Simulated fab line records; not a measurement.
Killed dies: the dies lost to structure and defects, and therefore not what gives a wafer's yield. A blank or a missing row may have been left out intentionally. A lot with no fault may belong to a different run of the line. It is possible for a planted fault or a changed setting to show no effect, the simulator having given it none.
Struck lot and sound lot, side by side :: flow gf180mcu :: 17 out of 602 route steps
Sound: these wafers, L544.1, L544.2, L544.5. Wafers L553.4, L553.5, L553.6 were the ones struck. The cause is given at the end.
For every step that has rows: the tool of each side, followed by ch and its chambers, followed by its first start. Under that, the readings that differ: sound wafers :: struck wafers :: difference of the means :: sigmas: that difference in standard deviations of wafers without a fault.
alike: a reading whose means differ by less than 2 such deviations, as well as words and numbers matching on both sides. not compared: withheld readings; readings where some wafer has no value; bounds like >300 that might hide an equal value; numbers whose values overlap and for which the record gives no deviation.
A row with sigmas, a row that says differs or no value, or rows on one side alone: a step with any of these is where the two part. Numbers that don't overlap but have no deviation are shown without sigmas and don't part them. A reading missing from all wafers of one side parts the sides only when that side holds two or more wafers.

first, 3 steps without rows for these wafers: GF_LVPWELL_EXPOSE_04 (exposes mask LVPWELL, target cd 600 nm); GF_LVPWELL_PEB_05; GF_LVPWELL_DEVELOP_06 (develop time 60 s).
GF_LVPWELL_OVL_MEAS_07:
  sound on overlay-01 at day 4 00:23; struck on overlay-01 at day 6 06:14
  alike: LVPWELL_OVL
then, 2 steps without rows for these wafers: GF_LVPWELL_IMPLANT_08; GF_LVPWELL_IMPLANT_09.
GF_LVPWELL_STRIP_10: strips in O2/N2.
  sound on plasma-asher-03 ch 0,1, day 4 00:43; struck on plasma-asher-03 ch 0,1, day 6 06:36
  alike: drypump-motor-current-A, heater-power-w, o2-flow-sccm, oes-product-au, strip-time-to-endpoint-s
  not compared: rf-hours-counter-h
GF_LVPWELL_TW_MEAS_11:
  sound on film-metro-02 at day 4 00:49; struck on film-metro-04 at day 6 06:41
reading: LVPWELL_TW
sound: 553 552 551
struck: 567 566 569
difference: +15
sigmas: +2
then, 4 steps without rows for these wafers: GF_MVSD_DEHYDRATE_00 (time 60 s); GF_MVSD_HMDS_01 (prime time 60 s); GF_MVSD_COAT_02 (resist thk 3000 nm); GF_MVSD_SOFTBAKE_03.
GF_MVSD_EXPOSE_04: exposes mask MVSD, target cd 1000 nm.
  sound on iline-stepper-02 ch 0, day 4 07:33; struck on iline-stepper-02 ch 0, day 6 14:52
reading: exposure-dose-mJ-cm2
sound: 260.61 260.42 260.64
struck: 260.15 259.64 259.80
difference: -0.69
sigmas: -2

reading: model.MVSD.overlay-x-nm (nm)
sound: -1.726 -1.726 -1.726
struck: -131.5 -131.5 -131.5
difference: -129.8
sigmas: 
  alike: mask, reticle-temp-C
then, 2 steps without rows for these wafers: GF_MVSD_PEB_05; GF_MVSD_DEVELOP_06 (develop time 60 s).
GF_MVSD_OVL_MEAS_07:
  sound on overlay-01 at day 4 14:28; struck on overlay-01 at day 6 22:26
reading: MVSD_OVL (nm)
sound: -0.5 -0.2 1.4
struck: -133.9 -135.1 -132.7
difference: -134.1
sigmas: -89
  not compared: hold
next, for these wafers, 1 step has no rows: GF_PASSIVATION_PROBE_99.

## WHERE THEY PART
First at GF_LVPWELL_TW_MEAS_11; last, within this record, at GF_MVSD_OVL_MEAS_07.

WHY: what the simulator had put in
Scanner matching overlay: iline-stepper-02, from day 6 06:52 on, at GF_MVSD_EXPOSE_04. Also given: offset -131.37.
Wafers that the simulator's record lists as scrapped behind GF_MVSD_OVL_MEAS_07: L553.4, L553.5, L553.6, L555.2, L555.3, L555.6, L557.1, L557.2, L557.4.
